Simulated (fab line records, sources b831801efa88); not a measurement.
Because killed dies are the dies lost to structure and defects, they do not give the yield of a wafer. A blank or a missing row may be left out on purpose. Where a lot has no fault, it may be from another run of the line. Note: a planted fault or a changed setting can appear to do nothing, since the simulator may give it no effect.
fab line records    flow sfq_line
[record] lots = 12  wafers = 36  last_day = 100
route steps=325 shown M1@59 I1@73 I3@143
lots that met no fault: taken from a fault-free run of the same line
start_h: start of the lot's first displayed wafer, in hours after the record's first day    wait_h: time in hours since the lot's previous step    " identical to the entry in the row above    L1.1+2: several wafers, shown together as one row    - value missing, or start not given    * or withheld: withheld    < > ~ a bound
route shown NAME@n: names a module that has steps shown in the file, with the first one's number in the route    usual: the fault-free wafers' mean and standard deviation    same: alike in all rows    chamber/n: place in a boat    sites: each site's reading    _std_site: standard deviation across them    _edge_site: mean of outer sites minus mean of inner sites    radius_mm: for every site, how far away it sits from the centre of the wafer    mask NAME#n: copy n    behind: the tool/chamber that last shaped the wafer    hold: why the lot went on hold/how many hours it stayed there/how the hold came to an end    device: names the non-switching transistor (n, p or np)    end of line: the same wafers' tests at the end of the route    a step given without rows: its recipe and nothing more    killed: dies that structure and defects cost at the first sort, which is not the same as the wafer's yield    map: the dies of a wafer, with x for killed, . for not killed, _ for no die there
set.NAME: the setting that was run; set.NAME@STEP: the one run at that earlier step    model.NAME: the simulator's own value behind a step, which no gauge read
the route's steps for a sample of lots (tables are steps, rows are wafers)
services: a tool's chamber out of use, with start hour (start_h, from the record's first day; less than 0 if before it), hours out, and reason
[[steps]]
[step SFQ_TRILAYER_M1_DEP_SPUTTER_037]
[recipe] material = Nb  base_pressure_pa = 1.33e-06  chamber_pressure_pa = 0.1333  substrate_temp_c = 20  resputter_cathode_voltage_v = 400  target_thk_nm = 200  power_w = 2000  time_s = 133.3
[usual] throttle_valve_pct = 30.2/1
lot.wafer  tool            chamber  start_h  wait_h  throttle_valve_pct
L884.1     pvd_sputter-03  -        401.37   0.0     31.0
L884.2     "               -        "        "       30.3
L884.3     "               -        "        "       29.7
L885.1     pvd_sputter-03  -        424.17   0.0     30.9
L885.3     "               -        "        "       29.5
L885.5     "               -        "        "       29.7
L886.2     pvd_sputter-03  -        428.37   0.0     30.2
L886.4     "               -        "        "       30.6
L886.6     "               -        "        "       29.4
L887.2     pvd_sputter-03  -        434.50   0.0     29.6
L887.3     "               -        "        "       31.1
L887.6     "               -        "        "       30.6
L888.2     pvd_sputter-06  -        451.44   0.0     32.7
L888.4     "               -        "        "       29.0
L888.6     "               -        "        "       29.3
L889.1     pvd_sputter-03  -        463.44   0.0     30.9
L889.4     "               -        "        "       30.5
L889.5     "               -        "        "       30.4
L899.2     pvd_sputter-04  -        568.69   0.0     30.5
L899.3     "               -        "        "       28.6
L899.4     "               -        "        "       28.9
L900.1     pvd_sputter-04  -        584.42   0.0     30.5
L900.5     "               -        "        "       29.3
L900.6     "               -        "        "       28.5
L903.3     pvd_sputter-03  -        599.42   0.0     30.5
L903.4     "               -        "        "       29.6
L903.6     "               -        "        "       30.4
L905.2     pvd_sputter-06  -        610.68   0.0     29.7
L905.3     "               -        "        "       29.3
L905.4     "               -        "        "       32.5
L906.1     pvd_sputter-06  -        630.58   0.0     29.7
L906.4     "               -        "        "       32.5
L906.5     "               -        "        "       30.4
L907.1     pvd_sputter-03  -        639.96   0.0     29.6
L907.3     "               -        "        "       30.8
L907.6     "               -        "        "       30.6
[step SFQ_M1_RS_MEAS_909]
[recipe] thk_meas_gauge = four-point-probe  reads = Nb_of_TRILAYER_M1_DEP_SPUTTER_037
[usual] M1_NB_RS = 0.888/0.0097
lot.wafer  tool           chamber  start_h  wait_h  M1_NB_RS[ohm/sq]
L884.1     film_metro-03  -        401.47   0.1     0.870
L884.2     "              -        "        "       0.888
L884.3     "              -        "        "       0.875
L885.1     film_metro-01  -        424.27   0.1     0.883
L885.3     "              -        "        "       0.890
L885.5     "              -        "        "       0.885
L886.2     film_metro-01  -        428.49   0.1     0.885
L886.4     "              -        "        "       0.887
L886.6     "              -        "        "       0.882
L887.2     film_metro-03  -        434.63   0.1     0.876
L887.3     "              -        "        "       0.872
L887.6     "              -        "        "       0.881
L888.2     film_metro-01  -        451.55   0.1     0.888
L888.4     "              -        "        "       0.896
L888.6     "              -        "        "       0.896
L889.1     film_metro-03  -        463.53   0.0     0.878
L889.4     "              -        "        "       0.890
L889.5     "              -        "        "       0.896
L899.2     film_metro-04  -        568.80   0.1     1.029
L899.3     "              -        "        "       1.030
L899.4     "              -        "        "       1.046
L900.1     film_metro-01  -        584.51   0.0     1.031
L900.5     "              -        "        "       1.036
L900.6     "              -        "        "       1.024
L903.3     film_metro-03  -        599.55   0.1     0.896
L903.4     "              -        "        "       0.885
L903.6     "              -        "        "       0.902
L905.2     film_metro-01  -        610.80   0.1     0.882
L905.3     "              -        "        "       0.880
L905.4     "              -        "        "       0.881
L906.1     film_metro-03  -        630.68   0.0     0.866
L906.4     "              -        "        "       0.871
L906.5     "              -        "        "       0.870
L907.1     film_metro-04  -        640.05   0.0     0.879
L907.3     "              -        "        "       0.878
L907.6     "              -        "        "       0.894
[step SFQ_TRILAYER_M1_ETCH_METAL_ETCH_042]
[recipe] target = Nb  stop_on = SiO2  mask_material = PR  chemistry = Cl2/Ar  target_depth_nm = 240  icp_w = 600  bias_w = 80  pressure_mtorr = 10  time_s = 120
[usual] drypump_motor_current_A = 6.0/0.47  oes_product_au = 0.895/0.0073
lot.wafer  tool          chamber  start_h  wait_h  drypump_motor_current_A  oes_product_au  rf_hours_counter_h
L884.1     rie_metal-02  1        552.67   0.0     6.3                      0.904           136
L884.2     "             0        "        "       5.6                      0.890           92
L884.3     "             1        "        "       6.3                      0.898           -
L885.1     rie_metal-03  0        584.12   0.0     6.0                      0.898           41
L885.3     "             0        "        "       6.0                      0.898           -
L885.5     "             0        "        "       6.0                      0.896           -
L886.2     rie_metal-03  0        588.92   0.0     6.0                      0.893           41
L886.4     "             0        "        "       6.0                      0.899           -
L886.6     "             0        "        "       6.0                      0.900           -
L887.2     rie_metal-04  0        596.12   0.0     6.7                      0.906           144
L887.3     "             0        "        "       6.7                      0.905           -
L887.6     "             0        "        "       6.7                      0.900           -
L888.2     rie_metal-04  1        604.81   0.0     6.1                      0.895           27
L888.4     "             0        "        "       6.7                      0.890           -
L888.6     "             1        "        "       6.1                      0.898           -
L889.1     rie_metal-04  0        620.09   0.0     6.7                      0.904           147
L889.4     "             1        "        "       6.1                      0.897           -
L889.5     "             1        "        "       6.1                      0.891           -
L899.2     rie_metal-04  1        730.26   0.0     6.1                      0.843           53
L899.3     "             1        "        "       6.1                      0.832           -
L899.4     "             0        "        "       6.6                      0.821           -
L900.1     rie_metal-04  1        750.66   0.0     6.1                      0.832           55
L900.5     "             0        "        "       6.7                      0.834           -
L900.6     "             1        "        "       6.1                      0.839           -
L903.3     rie_metal-03  0        766.64   0.1     6.0                      0.893           -
L903.4     "             1        "        "       5.3                      0.896           -
L903.6     "             1        "        "       5.3                      0.887           -
L905.2     rie_metal-04  0        778.99   0.0     6.7                      0.908           19
L905.3     "             0        "        "       6.7                      0.891           -
L905.4     "             1        "        "       6.1                      0.897           -
L906.1     rie_metal-03  0        791.74   0.0     6.0                      0.910           49
L906.4     "             0        "        "       6.0                      0.903           -
L906.5     "             1        "        "       5.2                      0.905           -
L907.1     rie_metal-02  0        797.74   0.0     5.6                      0.902           128
L907.3     "             0        "        "       5.6                      0.892           -
L907.6     "             0        "        "       5.6                      0.894           -
[step SFQ_TRILAYER_M1_STRIP_STRIP_043]
[recipe] gas = O2  power_w = 200  platen_temp_c = 40  overash_fraction = 0.65  chemistry = O2  pressure_mtorr = 50
[usual] drypump_motor_current_A = 6.0/0.47  oes_product_au = 1.002/0.0086
lot.wafer  tool          chamber  start_h  wait_h  drypump_motor_current_A  oes_product_au  rf_hours_counter_h
L884.1     rie_metal-02  1        552.79   0.1     6.3                      0.984           136
L884.2     "             0        "        "       5.6                      1.004           92
L884.3     "             1        "        "       6.3                      0.990           -
L885.1     rie_metal-03  0        584.24   0.1     6.0                      1.009           41
L885.3     "             0        "        "       6.0                      1.012           -
L885.5     "             0        "        "       6.0                      1.010           -
L886.2     rie_metal-03  0        589.04   0.1     6.0                      1.015           42
L886.4     "             0        "        "       6.0                      1.002           -
L886.6     "             0        "        "       6.0                      1.011           -
L887.2     rie_metal-04  0        596.24   0.1     6.7                      1.004           144
L887.3     "             0        "        "       6.7                      1.000           -
L887.6     "             0        "        "       6.7                      0.999           -
L888.2     rie_metal-04  1        604.94   0.1     6.1                      1.003           27
L888.4     "             0        "        "       6.7                      1.007           -
L888.6     "             1        "        "       6.1                      1.021           -
L889.1     rie_metal-04  0        620.21   0.1     6.7                      1.000           147
L889.4     "             1        "        "       6.1                      1.011           -
L889.5     "             1        "        "       6.1                      1.009           -
L899.2     rie_metal-04  1        730.39   0.1     6.1                      1.001           53
L899.3     "             1        "        "       6.1                      1.004           -
L899.4     "             0        "        "       6.7                      1.006           -
L900.1     rie_metal-04  1        750.79   0.1     6.1                      1.000           55
L900.5     "             0        "        "       6.7                      1.008           -
L900.6     "             1        "        "       6.1                      0.996           -
L903.3     rie_metal-03  0        766.93   0.2     6.0                      1.006           -
L903.4     "             1        "        "       5.3                      0.992           -
L903.6     "             1        "        "       5.3                      0.990           -
L905.2     rie_metal-04  0        779.11   0.1     6.7                      1.001           19
L905.3     "             0        "        "       6.7                      1.013           -
L905.4     "             1        "        "       6.1                      0.997           -
L906.1     rie_metal-03  0        791.86   0.1     6.0                      1.009           49
L906.4     "             0        "        "       6.0                      1.010           -
L906.5     "             1        "        "       5.2                      1.008           -
L907.1     rie_metal-02  0        797.86   0.1     5.6                      1.004           128
L907.3     "             0        "        "       5.6                      1.015           -
L907.6     "             0        "        "       5.6                      0.998           -
[step SFQ_TRILAYER_I1_DEP_PECVD_045]
[recipe] material = SiO2  temp_c = 150  time_s = 111.11  pressure_torr = 2.4  rf_w = 183.3  precursor = SiH4/N2O  target_thk_nm = 500
[usual] heater_power_w = 89/9.2  throttle_valve_pct = 24.9/0.98
lot.wafer  tool      chamber  start_h  wait_h  heater_power_w  throttle_valve_pct
L884.1     pecvd-04  0        553.57   0.0     97              26.1
L884.2     "         2        "        "       93              23.4
L884.3     "         1        "        "       84              26.0
L885.1     pecvd-03  1        585.02   0.0     74              23.6
L885.3     "         0        "        "       85              25.6
L885.5     "         0        "        "       92              25.3
L886.2     pecvd-01  0        589.82   0.0     101             24.0
L886.4     "         0        "        "       104             24.6
L886.6     "         1        "        "       76              23.7
L887.2     pecvd-01  1        597.02   0.0     84              23.9
L887.3     "         0        "        "       97              24.3
L887.6     "         0        "        "       103             24.7
L888.2     pecvd-01  1        605.71   0.0     88              23.9
L888.4     "         2        "        "       84              24.6
L888.6     "         1        "        "       89              23.8
L889.1     pecvd-01  2        621.00   0.0     83              24.2
L889.4     "         1        "        "       80              23.9
L889.5     "         0        "        "       95              25.0
L899.2     pecvd-04  0        731.16   0.0     98              26.1
L899.3     "         1        "        "       77              26.0
L899.4     "         1        "        "       79              25.8
L900.1     pecvd-03  0        751.56   0.0     95              26.3
L900.5     "         2        "        "       98              25.7
L900.6     "         0        "        "       96              26.4
L903.3     pecvd-04  0        767.53   0.0     94              26.0
L903.4     "         1        "        "       84              26.1
L903.6     "         2        "        "       94              23.4
L905.2     pecvd-04  2        779.89   0.0     85              23.8
L905.3     "         0        "        "       100             26.2
L905.4     "         2        "        "       91              23.8
L906.1     pecvd-04  0        792.64   0.0     97              26.1
L906.4     "         2        "        "       96              23.7
L906.5     "         1        "        "       75              25.9
L907.1     pecvd-03  0        798.64   0.0     98              26.5
L907.3     "         2        "        "       97              25.7
L907.6     "         0        "        "       102             26.4
[step SFQ_I3_OVL_MEAS_923]
[usual] I3_OVL = -1/5.5
lot.wafer  tool        chamber  start_h  wait_h  I3_OVL[nm]
L884.1     overlay-01  -        1194.03  0.1     0
L884.2     "           -        "        "       -1
L884.3     "           -        "        "       2
L885.1     overlay-01  -        1224.03  0.1     -5
L885.3     "           -        "        "       1
L885.5     "           -        "        "       1
L886.2     overlay-02  -        1230.04  0.1     -11
L886.4     "           -        "        "       -11
L886.6     "           -        "        "       -9
L887.2     overlay-01  -        1239.64  0.1     -6
L887.3     "           -        "        "       -3
L887.6     "           -        "        "       -7
L888.2     overlay-02  -        1249.36  0.1     -4
L888.4     "           -        "        "       -7
L888.6     "           -        "        "       -1
L889.1     overlay-01  -        1256.56  0.1     -1
L889.4     "           -        "        "       -1
L889.5     "           -        "        "       0
L899.2     overlay-01  -        1361.08  0.1     0
L899.3     "           -        "        "       5
L899.4     "           -        "        "       1
L900.1     overlay-01  -        1368.28  0.1     -6
L900.5     "           -        "        "       10
L900.6     "           -        "        "       5
L903.3     overlay-01  -        1381.49  0.1     -6
L903.4     "           -        "        "       -1
L903.6     "           -        "        "       -10
L905.2     overlay-01  -        1387.61  0.1     2
L905.3     "           -        "        "       -4
L905.4     "           -        "        "       -4
L906.1     overlay-01  -        1388.80  0.1     1
L906.4     "           -        "        "       -4
L906.5     "           -        "        "       2
L907.1     overlay-02  -        1417.57  0.1     1
L907.3     "           -        "        "       4
L907.6     "           -        "        "       1
[[services]]
tool            chamber  start_h  hours  kind
pecvd-04        -        391.66   1.1    repair
rie_metal-03    0        393.55   15.6   repair
pvd_sputter-03  -        402.92   2.2    repair
pecvd-04        -        421.29   0.9    repair
rie_metal-03    1        425.89   24.6   repair
pecvd-04        1        429.20   5.9    repair
rie_metal-04    1        449.75   16.4   repair
pecvd-04        -        467.19   2.0    repair
rie_metal-04    -        516.01   0.2    repair
pecvd-01        0        518.62   6.0    repair
pecvd-04        -        522.18   1.8    repair
rie_metal-02    1        525.87   8.2    repair
pvd_sputter-03  -        531.68   1.5    repair
pecvd-01        -        534.83   42.3   repair
pecvd-04        -        540.37   2.8    pm
rie_metal-04    1        550.33   1.0    repair
pecvd-04        1        562.45   11.3   repair
rie_metal-03    0        591.17   129.4  repair
pvd_sputter-03  -        600.86   3.4    repair
pecvd-04        0        631.34   33.4   repair
rie_metal-04    -        643.40   0.5    repair
rie_metal-03    1        698.54   26.8   repair
rie_metal-03    -        720.57   14.6   pm
rie_metal-03    -        789.94   1.3    repair
[[key]]
[first_sign] step = SFQ_M1_RS_MEAS_909  reading = M1_NB_RS  direction = up  sigmas = 15  usual = 0.888  struck = 1.033
[effect] step = SFQ_TRILAYER_M1_ETCH_METAL_ETCH_042  reading = oes_product_au  direction = down  sigmas = 8.4  usual = 0.895  struck = 0.833
met_at SFQ_TRILAYER_M1_DEP_SPUTTER_037
struck_lots L899,L900
not_acting_at SFQ_TRILAYER_M1_STRIP_STRIP_043,SFQ_TRILAYER_I1_DEP_PECVD_045,SFQ_I3_OVL_MEAS_923
[fault] kind = site_profile_drift  tool = pvd_sputter-04  chamber = -  onset_h = 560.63  steps = SFQ_TRILAYER_M1_DEP_SPUTTER_037  basis = fraction  max_abs_drift = 0.26474  slope_share_per_hr = 58.832  site_pattern = 0,0,0,0,0,-1,-1,-1,-1
